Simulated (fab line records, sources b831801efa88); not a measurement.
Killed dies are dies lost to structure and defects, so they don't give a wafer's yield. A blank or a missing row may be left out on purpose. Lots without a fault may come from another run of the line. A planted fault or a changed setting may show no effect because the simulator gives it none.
Which tool did it? | flow sky130 | 13 lots, 39 wafers sampled, at 5 steps of a route of 708

WHAT THE GAUGES READ, wafer by wafer
SKY_FIELD_ISO_BOW_MEAS_00. Usual: INCOMING_BOW 0 um, standard deviation 6.7.
lot  | measured    | on            | INCOMING_BOW (um) | flag
L869 | day 1 10:00 | film_metro-03 | 8 12 -8           |
L871 | day 1 20:00 | film_metro-03 | 1 -15 4           |
L874 | day 2 11:00 | film_metro-01 | -7 3 5            |
L875 | day 2 16:00 | film_metro-02 | 7 7 -2            |
L876 | day 2 21:00 | film_metro-01 | -1 2 -2           |
L877 | day 3 02:01 | film_metro-01 | -8 -12 0          |
L878 | day 3 07:00 | film_metro-01 | 8 -8 10           |
L879 | day 3 12:00 | film_metro-01 | 3 -8 6            |
L880 | day 3 17:02 | film_metro-01 | 0 -4 2            |
L883 | day 4 08:00 | film_metro-02 | 8 2 5             |
L886 | day 4 23:00 | film_metro-02 | 4 7 4             |
L888 | day 5 09:01 | film_metro-01 | -7 3 11           |
L892 | day 6 05:01 | film_metro-01 | -13 -2 2          |

SKY_NWELL_OVL_MEAS_23. Usual: NWELL_01_OVL -0.1 nm, standard deviation 1.6.
lot  | measured     | on         | NWELL_01_OVL (nm) | flag
L869 | day 5 08:40  | overlay-02 | 1.8 1.0 0.4       |
L871 | day 5 19:01  | overlay-01 | 0.7 1.3 1.3       |
L874 | day 6 17:40  | overlay-02 | 0.4 -0.9 -0.5     |
L875 | day 6 21:22  | overlay-02 | -1.9 -0.8 -0.4    |
L876 | day 7 03:22  | overlay-01 | 0.3 1.5 -0.1      |
L877 | day 7 08:02  | overlay-02 | 1.2 1.2 0.8       |
L878 | day 7 13:52  | overlay-01 | 0.1 1.4 0.2       |
L879 | day 7 19:58  | overlay-02 | 1.0 0.3 0.2       |
L880 | day 8 01:24  | overlay-01 | 2.8 0.7 -0.1      |
L883 | day 8 19:16  | overlay-01 | 0.8 1.5 1.9       |
L886 | day 9 16:44  | overlay-02 | -1.0 -1.8 0.7     |
L888 | day 10 00:35 | overlay-01 | -0.5 -0.3 -1.4    |
L892 | day 11 08:40 | overlay-01 | -1.9 -0.9 -1.4    |

SKY_NWELL_TW_MEAS_26. Usual: NWELL_2_TW 495.8, standard deviation 2.4.
lot  | measured     | on            | NWELL_2_TW        | flag
L869 | day 5 08:56  | film_metro-02 | 494.9 492.0 495.4 |
L871 | day 5 19:19  | film_metro-04 | 491.1 495.5 493.1 |
L874 | day 6 17:58  | film_metro-03 | 495.9 497.1 498.7 |
L875 | day 6 21:40  | film_metro-02 | 493.6 493.9 495.9 |
L876 | day 7 03:40  | film_metro-04 | 492.2 492.6 490.4 |
L877 | day 7 08:20  | film_metro-03 | 499.6 496.9 496.2 |
L878 | day 7 14:08  | film_metro-02 | 497.7 496.9 500.3 |
L879 | day 7 20:14  | film_metro-02 | 499.9 498.0 498.1 |
L880 | day 8 01:41  | film_metro-04 | 494.9 496.6 493.8 |
L883 | day 8 19:34  | film_metro-03 | 500.4 501.9 498.4 |
L886 | day 9 17:01  | film_metro-04 | 399.7 398.1 398.0 | OFF
L888 | day 10 00:53 | film_metro-03 | 399.7 399.2 400.4 | OFF
L892 | day 11 08:57 | film_metro-02 | 492.9 493.1 491.6 |

SKY_VT_ADJUST_NCORE_CD_MEAS_07: target cd 380 nm. Usual: cd_nm 379.4 nm, standard deviation 2.3.
lot  | measured     | on        | cd_nm (nm)        | flag
L869 | day 8 16:17  | cd_sem-01 | 376.7 376.7 379.5 |
L871 | day 9 03:44  | cd_sem-02 | 378.7 380.2 380.9 |
L874 | day 10 04:59 | cd_sem-02 | 381.7 380.8 381.4 |
L875 | day 10 10:31 | cd_sem-02 | 383.3 380.0 380.8 |
L876 | day 10 16:55 | cd_sem-02 | 382.0 380.7 379.6 |
L877 | day 10 23:15 | cd_sem-01 | 382.8 381.6 385.2 |
L878 | day 11 05:07 | cd_sem-01 | 378.3 377.6 375.3 |
L879 | day 11 12:43 | cd_sem-02 | 381.4 380.2 379.2 |
L880 | day 11 19:37 | cd_sem-01 | 374.3 379.6 376.3 |
L883 | day 12 15:31 | cd_sem-01 | 379.9 378.4 378.7 |
L886 | day 13 15:17 | cd_sem-02 | 383.8 382.3 378.8 |
L888 | day 14 00:26 | cd_sem-02 | 380.5 381.6 383.2 |
L892 | day 15 15:38 | cd_sem-01 | 380.8 379.7 379.4 |

WHICH TOOL RAN EACH LOT (tool, then ch and the chambers of the sampled wafers, then the start)
lot  | SKY_NWELL_IMPLANT_24
L869 | implanter-01 ch 0, day 5 08:41
L871 | implanter-01 ch 0, day 5 19:04
L874 | implanter-02 ch 0, day 6 17:43
L875 | implanter-03 ch 0, day 6 21:25
L876 | implanter-02 ch 0, day 7 03:25
L877 | implanter-01 ch 0, day 7 08:06
L878 | implanter-02 ch 0, day 7 13:53
L879 | implanter-03 ch 0, day 7 19:59
L880 | implanter-02 ch 0, day 8 01:28
L883 | implanter-03 ch 0, day 8 19:19
L886 | implanter-02 ch 0, day 9 16:46
L888 | implanter-02 ch 0, day 10 00:39
L892 | implanter-01 ch 0, day 11 08:43
- SKY_NWELL_IMPLANT_24

WHAT THE TOOLS THEMSELVES READ (means of the sampled wafers that have a number; where no wafer has one, the mark that the record gives instead)
SKY_NWELL_IMPLANT_24. Usual: dose_ions_cm2 9.199e+12, standard deviation 9.6e+09; faraday_current_uA 51.8, standard deviation 1.
lot  | tool         | dose_ions_cm2 | faraday_current_uA | flag
L869 | implanter-01 | 9.208e+12     | 51.3               |
L871 | implanter-01 | 9.193e+12     | 52.5               |
L874 | implanter-02 | 9.207e+12     | 52.2               |
L875 | implanter-03 | 9.186e+12     | 51.8               |
L876 | implanter-02 | 9.197e+12     | 50.8               |
L877 | implanter-01 | 9.206e+12     | 52.1               |
L878 | implanter-02 | 9.201e+12     | 51.4               |
L879 | implanter-03 | 9.194e+12     | 50.7               |
L880 | implanter-02 | 9.199e+12     | 51.4               |
L883 | implanter-03 | 9.193e+12     | 51.8               |
L886 | implanter-02 | 4.457e+12     | 25.0               | OFF
L888 | implanter-02 | 4.460e+12     | 25.2               | OFF
L892 | implanter-01 | 9.194e+12     | 51.5               |

THE ANSWER, worked out from the rows above alone
Rule: a lot is off if the mean of its wafers that have a number lies more than 3 standard deviations from the usual mean. A lot without any number at a reading at which 4 lots or more have one is off too. The other lots that the step has rows for count as sound. The gauges are gone through in route order, then the tools' own readings, and for those a lot's mean is taken as printed above. The first step at which some lot is off is used, and at that step the reading that is off furthest; a lot without a number counts as furthest.
Off: L886, L888, at SKY_NWELL_TW_MEAS_26 (NWELL_2_TW).
A tool fits if, at a process step before that reading, it ran every lot that is off, and no sound lot after the first of them. The gauges at SKY_NWELL_TW_MEAS_26 aren't tried: what is off there is off at SKY_NWELL_IMPLANT_24 too, on other tools, and a gauge's error can't cause that. One fits: implanter-02 at SKY_NWELL_IMPLANT_24. Its last sound lot is L880 (day 8 01:28), its first lot that is off L886 (day 9 16:46): a fault that began between those two fits.
The tool's own readings at SKY_NWELL_IMPLANT_24 bear it out: on the lots that are off they differ by more than 5 times the standard deviation of the sound lots' means. dose_ions_cm2 reads 4.458e+12 there against 9.198e+12 on the sound lots; faraday_current_uA reads 25.1 there against 51.6 on the sound lots.

WHAT THE SIMULATOR HAD PUT IN
Process parameter drift: implanter-02, from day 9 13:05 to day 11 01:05, at SKY_NWELL_IMPLANT_24. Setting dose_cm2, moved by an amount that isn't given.
Lots struck among those shown: L886, L888. The rule above found the same.
